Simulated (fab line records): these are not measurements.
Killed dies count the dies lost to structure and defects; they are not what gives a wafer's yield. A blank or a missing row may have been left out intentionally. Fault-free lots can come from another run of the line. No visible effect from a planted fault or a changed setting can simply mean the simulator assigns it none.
Struck lot and sound lot, side by side    flow sky130    15 out of 708 route steps
Sound: the wafers L234.1, L234.3, L234.4. Struck: wafers L246.2, L246.3, L246.6. At the end, the cause is stated.
For every step that has rows: the tool of each side, followed by ch and its chambers, followed by its first start. Under that, the readings that differ: sound wafers    struck wafers    difference of the means    sigmas: that difference in standard deviations of wafers without a fault.
alike: same words and numbers on both sides, and readings whose means sit less than 2 such deviations apart. not compared: any withheld reading, any reading some wafer has no value for, any bound like >300 that may hide the same value, and any number with overlapping values for which the record gives no deviation.
Wherever a step has rows on one side only, a row that says differs or no value, or a row with sigmas, the two part there. Non-overlapping numbers with no deviation appear without sigmas and do not part them. A reading missing from all wafers of one side parts the sides only when that side holds two or more wafers.

first, 7 steps without rows for these wafers: SKY_LDD_N_DEHYDRATE_00 (time 60 s); SKY_LDD_N_HMDS_01 (prime time 60 s); SKY_LDD_N_COAT_02 (resist thk 300 nm); SKY_LDD_N_SOFTBAKE_03 (time 60 s); SKY_LDD_N_EXPOSE_04 (exposes mask NTM, target cd 840 nm); SKY_LDD_N_PEB_05; SKY_LDD_N_DEVELOP_06 (develop time 60 s).
SKY_LDD_N_OVL_MEAS_07:
  sound: overlay-01 at day 19 08:31; struck: overlay-02 at day 23 17:21
  alike: LDD_N_OVL
then, 4 steps without rows for these wafers: SKY_LDD_N_IMPLANT_08; SKY_LDD_N_IMPLANT_09; SKY_LDD_N_IMPLANT_10; SKY_LDD_N_IMPLANT_11.
SKY_LDD_N_IMPLANT_12:
  sound on implanter-03 ch 0, day 19 09:09; struck on implanter-03 ch 0, day 23 18:01
reading             sound                      struck                        difference  sigmas
dose-ions-cm2       5.006e+12 5.004e+12 5e+12  7.177e+12 7.19e+12 7.187e+12  +2.181e+12  +99 or more
faraday-current-uA  27.4 27.2 28.7             42.3 40.1 40.9                +13.3       +25
  alike: tilt-deg
then, 1 step without rows for these wafers: SKY_LDD_N_IMPLANT_13.
-- here the record skips 26 days between the struck wafers' starts before and after, leaving off in module LDD_N and picking up in module PAD_OPEN (first step shown: number 708 of the route) --
SKY_PAD_OPEN_PROBE_99:
  sound: prober-02 at day 46 20:17; struck: prober-02 at day 49 13:31
reading                                  sound                 struck                difference  sigmas
killed-at-contacts                       24 19 15              36 27 26              +10         +2
model.etest.nfet_01v8_lvt.vt-sat-v (V)   0.5314 0.5248 0.5278  0.5715 0.5773 0.5783  +0.0477     
model.etest.sram-nfet-pass.vt-sat-v (V)  0.5718 0.5385 0.5211  0.6045 0.6063 0.581   +0.0535     
model.etest.nfet_01v8.vt-sat-v (V)       0.6387 0.6363 0.637   0.6669 0.6801 0.6743  +0.0364     
model.etest.nfet_01v8_lvt.vt-v (V)       0.6028 0.597 0.5919   0.6163 0.6245 0.6258  +0.0250     
model.etest.nfet_01v8.vt-v (V)           0.6897 0.6848 0.6834  0.7026 0.7128 0.7114  +0.0230     
model.etest.nfet_01v8_swapped.vt-v (V)   0.6896 0.6848 0.6827  0.7013 0.7115 0.7107  +0.0221     
  alike: killed_at_M0_to_M3, killed_at_M4_up, killed-at-front-end, killed-at-other, killed-dies, killed-open, killed-short

== WHERE THEY PART ==
Earliest at SKY_LDD_N_IMPLANT_12; latest, in this record, at SKY_PAD_OPEN_PROBE_99.

WHY: what the simulator had put in
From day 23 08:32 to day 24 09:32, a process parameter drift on implanter-03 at SKY_LDD_N_IMPLANT_12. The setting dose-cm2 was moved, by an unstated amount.
